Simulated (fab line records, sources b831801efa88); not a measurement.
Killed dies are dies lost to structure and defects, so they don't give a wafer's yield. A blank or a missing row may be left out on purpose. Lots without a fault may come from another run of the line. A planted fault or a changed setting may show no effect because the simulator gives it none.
Which tool did it? | flow gf180mcu | 6 lots, 18 wafers sampled, at 4 steps of a route of 602

WHAT THE GAUGES READ, wafer by wafer
GF_MIM_THK_MEAS_06.
lot  | measured     | on            | MIM_CVD_05_THK (nm)
L579 | day 25 10:25 | film_metro-02 | 41.0 40.8 41.4
L585 | day 27 14:37 | film_metro-01 | 41.5 41.9 41.8
L588 | day 28 11:53 | film_metro-01 | 41.8 41.8 42.4
L594 | day 30 03:07 | film_metro-02 | 50.1 40.8 50.4
L597 | day 30 19:08 | film_metro-02 | 42.4 42.8 42.9
L600 | day 31 17:25 | film_metro-04 | 41.3 42.5 42.6

WHICH TOOL RAN EACH LOT (tool, then ch and the chambers of the sampled wafers, then the start)
lot  | GF_V4_SPUTTER_22             | GF_MIM_SPUTTER_02            | GF_MIM_CVD_05
L579 | pvd_sputter-04, day 25 09:32 | pvd_sputter-03, day 25 10:17 | pecvd-02 ch 0,1,2, day 25 10:23
L585 | pvd_sputter-04, day 27 13:44 | pvd_sputter-01, day 27 14:29 | pecvd-03 ch 1,2, day 27 14:35
L588 | pvd_sputter-04, day 28 11:01 | pvd_sputter-03, day 28 11:46 | pecvd-03 ch 0,1, day 28 11:52
L594 | pvd_sputter-02, day 30 02:14 | pvd_sputter-02, day 30 03:00 | pecvd-02 ch 0,2, day 30 03:05
L597 | pvd_sputter-04, day 30 18:13 | pvd_sputter-02, day 30 18:59 | pecvd-03 ch 0,1,2, day 30 19:05
L600 | pvd_sputter-02, day 31 16:26 | pvd_sputter-03, day 31 17:17 | pecvd-03 ch 0,1,2, day 31 17:23
- GF_V4_SPUTTER_22: material TiN, target thk 10 nm, time 40 s.
- GF_MIM_SPUTTER_02: material AlCu, target thk 450 nm, time 23.9 s.
- GF_MIM_CVD_05: deposits Si3N4, target thk 42 nm, time 29.086 s.

THE ANSWER, worked out from the rows above alone
Rule: what is usual is taken from the lots themselves. Put in order of their means at a reading, lots are off if they are a third of the lots or fewer, leave a main group of 4 or more, and stand apart from it by a gap of 3 or more times the standard deviation of the main group's means; of several such gaps the widest counts. A main group whose means are all the same, to the digits that the tables above print for the reading, isn't used. A lot without any number at a reading at which 4 lots or more have one is off too. The other lots that the step has rows for count as sound.
Off: L594, at GF_MIM_THK_MEAS_06 (MIM_CVD_05_THK). The main group: mean 41.9 nm, standard deviation 0.53.
A tool fits if, at a process step before that reading, it ran every lot that is off, and no sound lot after the first of them. The gauges at GF_MIM_THK_MEAS_06 are tried like those tools. One fits: pecvd-02 at GF_MIM_CVD_05. Its last sound lot is L579 (day 25 10:23), its first lot that is off L594 (day 30 03:05): a fault that began between those two fits.

WHAT THE SIMULATOR HAD PUT IN
Process parameter drift: pecvd-02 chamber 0, from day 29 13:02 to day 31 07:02, at GF_MIM_CVD_05. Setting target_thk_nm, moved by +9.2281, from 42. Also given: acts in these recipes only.
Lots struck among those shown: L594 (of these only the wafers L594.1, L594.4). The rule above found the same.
